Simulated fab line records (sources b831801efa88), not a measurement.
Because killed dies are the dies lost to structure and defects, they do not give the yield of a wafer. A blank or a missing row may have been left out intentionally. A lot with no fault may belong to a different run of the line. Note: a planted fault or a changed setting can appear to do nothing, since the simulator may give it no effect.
A struck lot beside a sound one + flow sky130 + 17 steps out of a route of 708
Sound: the wafers L961.2, L961.3, L961.5. Struck: wafers L951.1, L951.3, L951.5. The cause is given at the end.
For every step that has rows: the tool of each side, followed by ch and its chambers, followed by its first start. Under that, the readings that differ: sound wafers + struck wafers + difference of the means + sigmas: that difference in standard deviations of wafers without a fault.
alike: words and numbers the same on both sides, and readings whose means are apart by under 2 such deviations; not compared: readings that were withheld, readings missing a value for some wafer, numbers with overlapping values and no deviation given by the record, and bounds like >300 which may hide the same value.
A row with sigmas, a row that says differs or no value, or rows on one side alone: a step with any of these is where the two part. Numbers that don't overlap but have no deviation are shown without sigmas and don't part them. Lack of a reading on every wafer of one side parts them only where that side has two or more wafers.

SKY_LI_CONTACT_CMP_02: polishes PSG.
  sound on cmp-01 ch 0,1,3, day 32 13:31; struck on cmp-02 ch 0,2,3, day 29 06:59
  alike: motorCurrentA, timeToEndpointS
SKY_LI_CONTACT_BOW_MEAS_03:
  struck on filmMetro-03, day 29 07:17; sound on filmMetro-01, day 32 13:50
  alike: LI_CONTACT_BOW
then, 8 steps without rows for these wafers: SKY_LI_CONTACT_DEHYDRATE_04 (time 60 s); SKY_LI_CONTACT_HMDS_05 (prime time 60 s); SKY_LI_CONTACT_COAT_06 (resist thk 60 nm); SKY_LI_CONTACT_COAT_07 (resist thk 450 nm); SKY_LI_CONTACT_SOFTBAKE_08 (time 90 s); SKY_LI_CONTACT_EXPOSE_09 (exposes mask LICM1, target cd 170 nm); SKY_LI_CONTACT_PEB_10; SKY_LI_CONTACT_DEVELOP_11 (develop time 60 s).
SKY_LI_CONTACT_CD_MEAS_12 targets a cd of 170 nm.
  struck on cdSem-02, day 30 10:47; sound on cdSem-02, day 33 16:52
  alike: cdNm
SKY_LI_CONTACT_OVL_MEAS_13:
  struck on overlay-02, day 30 10:55; sound on overlay-01, day 33 16:58
  alike: LI_CONTACT_OVL
SKY_LI_CONTACT_ETCH_14: etches BARC in N2/H2, stops on SiO2, time 45.9 s, target depth 60 nm.
  sound on rieDiel-02 ch 0,1,3, day 33 17:00; struck on rieDiel-04 ch 0,1, day 30 10:57
| reading                                          | sound                | struck               | difference | sigmas |
|--------------------------------------------------|----------------------|----------------------|------------|--------|
| oesProductAu (a.u.)                              | 0.863 0.854 0.859    | 1.007 0.982 0.996    | +0.136     | +27    |
| runLengthS (s)                                   | 74.2 73.6 74.9       | 53.4 53.0 53.3       | -21.0      | -47    |
| throttleValvePct (%)                             | 13.207 13.223 13.222 | 13.240 13.251 13.248 | +0.029     | +3     |
| model.KrF-thick_of_LI_CONTACT_COAT_07.thkNm (nm) | 394.1 390 392.8      | 411.5 412.9 412.3    | +19.9      |        |
| model.etch.depthNm (nm)                          | 60 59.92 59.89       | 42.54 41.31 41.77    | -18.06     |        |
| model.LI_CONTACT.cdNm (nm)                       | 168.9 166.9 167.5    | 164.4 164.6 164.6    | -3.2       |        |
  alike: drypumpMotorCurrentA, n2FlowSccm
  not compared: rfHoursCounterH
SKY_LI_CONTACT_ETCH_15: etches PSG in C4F8/O2/Ar, stops on Si, target depth 600 nm.
  sound on rieDiel-02 ch 0,1,3, day 33 17:02; struck on rieDiel-04 ch 0,1, day 30 10:59
| reading                                          | sound             | struck            | difference | sigmas |
|--------------------------------------------------|-------------------|-------------------|------------|--------|
| model.KrF-thick_of_LI_CONTACT_COAT_07.thkNm (nm) | 236.3 225.6 231.7 | 246.2 253.5 251.1 | +19.1      |        |
| model.LI_CONTACT.cdNm (nm)                       | 168.2 167.2 168.9 | 163.7 164.5 164.1 | -4.0       |        |
  alike: oesProductAu
SKY_LI_CONTACT_STRIP_16: strips in O2/N2.
  sound on plasmaAsher-03 ch 0,1, day 33 17:07; struck on plasmaAsher-03 ch 0,1, day 30 11:04
| reading                  | sound             | struck            | difference | sigmas |
|--------------------------|-------------------|-------------------|------------|--------|
| oesProductAu (a.u.)      | 0.379 0.374 0.374 | 0.384 0.387 0.384 | +0.009     | +2     |
| stripTimeToEndpointS (s) | 3.55 3.42 3.49    | 3.66 3.74 3.70    | +0.21      | +7     |
  alike: drypumpMotorCurrentA, n2FlowSccm, o2FlowSccm
  not compared: rfHoursCounterH
then, 1 step without rows for these wafers: SKY_LI_CONTACT_CLEAN_17 (cleans in NMP, time 600 s).
-- record jumps: 16 days separate the struck wafers' starts on either side; left off in module LI_CONTACT, taken up again in module PAD_OPEN, whose first shown step is the route's number 708 --
SKY_PAD_OPEN_PROBE_99:
  struck on prober-01, day 46 19:55; sound on prober-02, day 49 01:32
| reading                       | sound             | struck            | difference | sigmas |
|-------------------------------|-------------------|-------------------|------------|--------|
| model.etest.liconPdiff.rcOhm  | 622.5 586.7 612.4 | 651 704 653.3     | +62        |        |
| model.etest.liconHighPo.rcOhm | 349.3 341.1 345.8 | 373.7 392.7 395.9 | +42.0      |        |
| model.etest.liconNdiff.rcOhm  | 184.5 185.3 185.2 | 189.2 212.3 213.3 | +19.9      |        |
| model.etest.liconPoly.rcOhm   | 162 148.8 151.3   | 163.5 165.4 173   | +13.3      |        |
  alike: killed_at_M0_to_M3, killed_at_M4_up, killedAtContacts, killedAtFrontEnd, killedAtOther, killedDies, killedOpen, killedShort
  not compared: model.etest.sonosUncharged.rOnOhmUm

## WHERE THEY PART
Earliest at SKY_LI_CONTACT_ETCH_14; latest, in this record, at SKY_LI_CONTACT_STRIP_16. Later steps at which nothing parts them and some readings are alike: SKY_PAD_OPEN_PROBE_99.

WHY: what the simulator had put in
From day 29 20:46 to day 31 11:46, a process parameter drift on rieDiel-04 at SKY_LI_CONTACT_ETCH_14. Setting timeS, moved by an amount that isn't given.
